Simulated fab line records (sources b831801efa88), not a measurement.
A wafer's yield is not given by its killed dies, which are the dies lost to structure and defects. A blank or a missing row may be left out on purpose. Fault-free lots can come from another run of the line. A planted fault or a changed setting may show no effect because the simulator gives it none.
A struck lot beside a sound one | flow sky130 | 41 out of 708 route steps
Sound: these wafers, L491.1, L491.2, L491.5. Struck: wafers L499.3, L499.4, L499.5. Last of all comes the cause.
For every step that has rows: the tool of each side, followed by ch and its chambers, followed by its first start. Under that, the readings that differ: sound wafers | struck wafers | difference of the means | sigmas: that difference in standard deviations of wafers without a fault.
alike: readings with means less than 2 such deviations apart, plus words and numbers identical on both sides. not compared: withheld readings, readings lacking a value on some wafer, bounds such as >300 that could conceal the same value, and numbers that have no deviation in the record and whose values overlap.
A row with sigmas, a row that says differs or no value, or rows on one side alone: a step with any of these is where the two part. Numbers that have no deviation but don't overlap get no sigmas and don't part them. A reading that every wafer of one side lacks parts them only if that side has two wafers or more.

first, 7 steps without rows for these wafers: SKY_METAL5_DEHYDRATE_07 (time 60 s); SKY_METAL5_HMDS_08 (prime time 60 s); SKY_METAL5_COAT_09 (resist thk 1800 nm); SKY_METAL5_SOFTBAKE_10 (time 60 s); SKY_METAL5_EXPOSE_11 (exposes mask MM5, target cd 1600 nm); SKY_METAL5_PEB_12; SKY_METAL5_DEVELOP_13 (develop time 60 s).
SKY_METAL5_DESCUM_14: chemistry O2, time 11 s.
  sound on rie-metal-03 ch 0,1, day 46 07:52; struck on rie-metal-03 ch 0,1, day 47 23:10
  alike: drypump-motor-current-A, he-backside-leak-sccm, oes-product-au
  not compared: rf-hours-counter-h
SKY_METAL5_METAL_ETCH_15: etches the open film in Cl2/BCl3, stops on SiO2, target depth 1260 nm, time 252 s.
  sound on rie-metal-03 ch 0,1, day 46 07:53; struck on rie-metal-03 ch 0,1, day 47 23:16
  alike: drypump-motor-current-A, he-backside-leak-sccm, oes-product-au, throttle-valve-pct
  not compared: rf-hours-counter-h
then, 3 steps without rows for these wafers: SKY_METAL5_STRIP_16 (strips in O2/N2); SKY_METAL5_STRIP_17 (strips in post etch residue remover, time 1200 s); SKY_METAL5_CLEAN_18 (cleans in IPA, time 180 s).
SKY_METAL5_CLEAN_19: cleans in O3/DIW.
  sound on wet-bench-02 ch 2, day 46 08:58; struck on wet-bench-04 ch 3, day 47 23:56
SKY_PASSIVATION_CVD_00: deposits SiO2, target thk 90 nm.
  sound on pecvd-03 ch 0,2, day 46 09:04; struck on pecvd-03 ch 1,2, day 48 00:02
  alike: heater-power-w
SKY_PASSIVATION_THK_MEAS_01:
  sound: film-metro-02 at day 46 09:05; struck: film-metro-02 at day 48 00:05
  alike: PASSIVATION_CVD_00_THK
then, 1 step without rows for these wafers: SKY_PASSIVATION_CVD_02 (deposits Si3N4, target thk 540 nm).
SKY_PASSIVATION_THK_MEAS_03:
  sound: film-metro-02 at day 46 09:23; struck: film-metro-04 at day 48 00:22
  alike: PASSIVATION_CVD_02_THK
then, 7 steps without rows for these wafers: SKY_PASSIVATION_DEHYDRATE_04 (time 60 s); SKY_PASSIVATION_HMDS_05 (prime time 60 s); SKY_PASSIVATION_COAT_06 (resist thk 3000 nm); SKY_PASSIVATION_SOFTBAKE_07; SKY_PASSIVATION_EXPOSE_08 (exposes mask NSM, target cd 3000 nm); SKY_PASSIVATION_PEB_09; SKY_PASSIVATION_DEVELOP_10 (develop time 60 s).
SKY_PASSIVATION_ETCH_11: etches the open film in CF4/O2, stops on AlCu, target depth 725 nm, time 161.1 s.
  sound on rie-diel-04 ch 1,2,3, day 47 05:47; struck on rie-diel-03 ch 0,2, day 48 18:53
  alike: drypump-motor-current-A, oes-product-au, throttle-valve-pct
  not compared: rf-hours-counter-h
then, 8 steps without rows for these wafers: SKY_PASSIVATION_STRIP_12 (strips in O2/N2); SKY_PAD_OPEN_DEHYDRATE_00 (time 60 s); SKY_PAD_OPEN_HMDS_01 (prime time 60 s); SKY_PAD_OPEN_COAT_02 (resist thk 3000 nm); SKY_PAD_OPEN_SOFTBAKE_03; SKY_PAD_OPEN_EXPOSE_04 (exposes mask PDM, target cd 60000 nm); SKY_PAD_OPEN_PEB_05; SKY_PAD_OPEN_DEVELOP_06 (develop time 62.92 s).
SKY_PAD_OPEN_ETCH_07: etches the open film in CF4/O2, stops on AlCu, target depth 725 nm, time 161.1 s.
  sound on rie-diel-03 ch 1,2, day 48 01:02; struck on rie-diel-04 ch 2,3, day 49 12:16
  alike: drypump-motor-current-A, oes-product-au, throttle-valve-pct
  not compared: rf-hours-counter-h
then, 5 steps without rows for these wafers: SKY_PAD_OPEN_STRIP_08 (strips in O2/N2); SKY_PAD_OPEN_STRIP_09 (strips in post etch residue remover, time 1200 s); SKY_PAD_OPEN_CLEAN_10 (cleans in IPA, time 180 s); SKY_PAD_OPEN_CLEAN_11 (cleans in O3/DIW); SKY_PAD_OPEN_ANNEAL_12.
SKY_PAD_OPEN_BOW_MEAS_13:
  sound: film-metro-02 at day 48 03:17; struck: film-metro-04 at day 49 14:34
  alike: PAD_OPEN_BOW
SKY_PAD_OPEN_PROBE_99:
  sound: prober-02 at day 48 03:25; struck: prober-02 at day 49 14:45
  reading                               | sound             | struck                                                                     | difference                   | sigmas
  hold                                  | - - -             | await-dispo/1.2h/release await-dispo/1.2h/release await-dispo/1.2h/release | no value on the sound wafers |
  defect-limited-yield (%)              | 85.2 79.7 81.9    | 77.6 78.5 75.8                                                             | -5.0                         | -2
  killed_at_M4_up                       | 5 4 1             | 41 50 50                                                                   | +44                          | +26
  killed-dies                           | 73 100 89         | 110 106 119                                                                | +24                          | +3
  sort_bin_3_pad_short (%)              | 0.2 1.2 1.4       | 1.6 2.4 2.0                                                                | +1.1                         | +3
  sort_bin_5_function (%)               | 9.6 12.2 10.8     | 13.8 13.6 15.4                                                             | +3.4                         | +2
  sort-n-pass                           | 419 392 403       | 382 386 373                                                                | -24                          | -3
  sort-yield-pct (%)                    | 85.2 79.7 81.9    | 77.6 78.5 75.8                                                             | -5.0                         | -2
  model.etest.tester.sort-n-pass        | 419 392 403       | 382 386 373                                                                | -24                          |
  model.etest.tester.sort-yield-pct (%) | 85.16 79.67 81.91 | 77.64 78.46 75.81                                                          | -4.94                        |
  model.etest.tester.sort_bin_5_pct (%) | 9.553 12.2 10.77  | 13.82 13.62 15.45                                                          | +3.46                        |
  model.etest.tester.sort_bin_3_pct (%) | 0.2033 1.22 1.423 | 1.626 2.439 2.033                                                          | +1.084                       |
  alike: killed_at_M0_to_M3, killed-at-contacts, killed-at-front-end, killed-at-other, killed-on-rim, killed-open, killed-short, sort_bin_6_memory

== WHERE THEY PART ==
SKY_PAD_OPEN_PROBE_99 only, going by this record.

WHY: the cause the simulator had injected
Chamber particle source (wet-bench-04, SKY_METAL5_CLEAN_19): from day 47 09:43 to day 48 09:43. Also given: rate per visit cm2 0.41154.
